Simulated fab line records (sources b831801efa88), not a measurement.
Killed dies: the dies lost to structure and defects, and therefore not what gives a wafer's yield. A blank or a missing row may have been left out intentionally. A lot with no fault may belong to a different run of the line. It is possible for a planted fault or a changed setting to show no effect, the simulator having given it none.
Matching of chambers	flow sky130	SKY_VIA2_CMP_24 on cmp-02: 4 sister chambers
The step polishes, stops on SiO2, t overpolish 20 s, target thk 0 nm. 7 wafers are shown with their chamber, then 7 later ones without.

WAFERS, EACH WITH ITS CHAMBER
wafer	chamber	motor current A (A)	time to endpoint s (s)
L638.3	2	11.8	108
L642.5	1	11.5	102
L647.2	0	10.6	101
L648.1	1	11.8	100
L648.5	0	10.1	99
L651.4	3	10.6	100
L651.5	3	11.5	101

WAFERS WHOSE CHAMBER IS MISSING
wafer	motor current A (A)	time to endpoint s (s)
L651.6	11.5	103
L656.4	10.1	97
L656.5	10.8	100
L656.6	11.1	95
L659.1	11.0	94
L659.4	11.6	104
L659.5	11.2	98

WHICH CHAMBER EACH WENT THROUGH
wafer	from the rows above	in truth
L651.6	can't be placed: 1 or 3 or 0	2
L656.4	can't be placed: 0 or 3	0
L656.5	can't be placed: 3 or 0 or 1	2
L656.6	can't be placed: 0 or 3 or 1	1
L659.1	can't be placed: 0 or 3 or 1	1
L659.4	can't be placed: 1 or 3 or 2 or 0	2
L659.5	can't be placed: 3 or 0 or 1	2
Correct placement for 0 of the 7. From these rows, 7 cannot be placed; in 4 the true chamber is one of the candidates. Placed wrongly: 0.
How it was worked out, from the rows above alone: a wafer's distance from a chamber is the root of the sum, over the readings, of the square of ((its reading less the chamber's mean) divided by the reading's scatter). The wafer belongs to the nearest chamber; if the next one is less than 2 further off, it can't be placed. A chamber's mean is the mean of its shown wafers. The scatter: take each reading less its chamber's mean, square it, sum over the shown wafers, divide by the number of wafers less the number of chambers, and take the root.
